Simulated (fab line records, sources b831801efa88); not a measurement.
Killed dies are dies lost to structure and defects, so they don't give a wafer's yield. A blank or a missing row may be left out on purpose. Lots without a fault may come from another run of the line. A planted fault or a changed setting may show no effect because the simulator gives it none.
Chamber matching | flow sky130 | SKY_FIELD_ISO_ETCH_17 on rie_si-01: 4 sister chambers
The step etches Si in HBr/Cl2/O2, target depth 342 nm, time 97.7 s. 4 wafers are shown with their chamber, then 6 later ones without.

WAFERS WITH THEIR CHAMBER
wafer  | chamber | drypump_motor_current_A (A)
L675.6 | 2       | 6.2
L677.1 | 0       | 5.3
L681.1 | 1       | 5.3
L681.2 | 3       | 6.6

WAFERS WITHOUT THEIR CHAMBER
wafer  | drypump_motor_current_A (A)
L682.2 | 6.6
L682.6 | 5.3
L683.1 | 5.3
L683.6 | 5.3
L684.1 | 6.3
L684.2 | 6.6

WHICH CHAMBER EACH WENT THROUGH
wafer  | from the rows above     | in truth
L682.2 | 3                       | 3
L682.6 | can't be placed: 0 or 1 | 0
L683.1 | can't be placed: 0 or 1 | 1
L683.6 | can't be placed: 0 or 1 | 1
L684.1 | 2                       | 2
L684.2 | 3                       | 3
Placed correctly: 3 of 6. Can't be placed from these rows: 3 (the true chamber is among the candidates in 3). Placed wrongly: 0.
How it was worked out, from the rows above alone: a wafer's distance from a chamber is the root of the sum, over the readings, of the square of ((its reading less the chamber's mean) divided by the reading's scatter). The wafer belongs to the nearest chamber; if the next one is less than 2 further off, it can't be placed. A chamber's mean is the mean of its shown wafers. The scatter: with one shown wafer a chamber, the root of the mean of the squares of how far each hidden wafer lies from its nearest shown one.
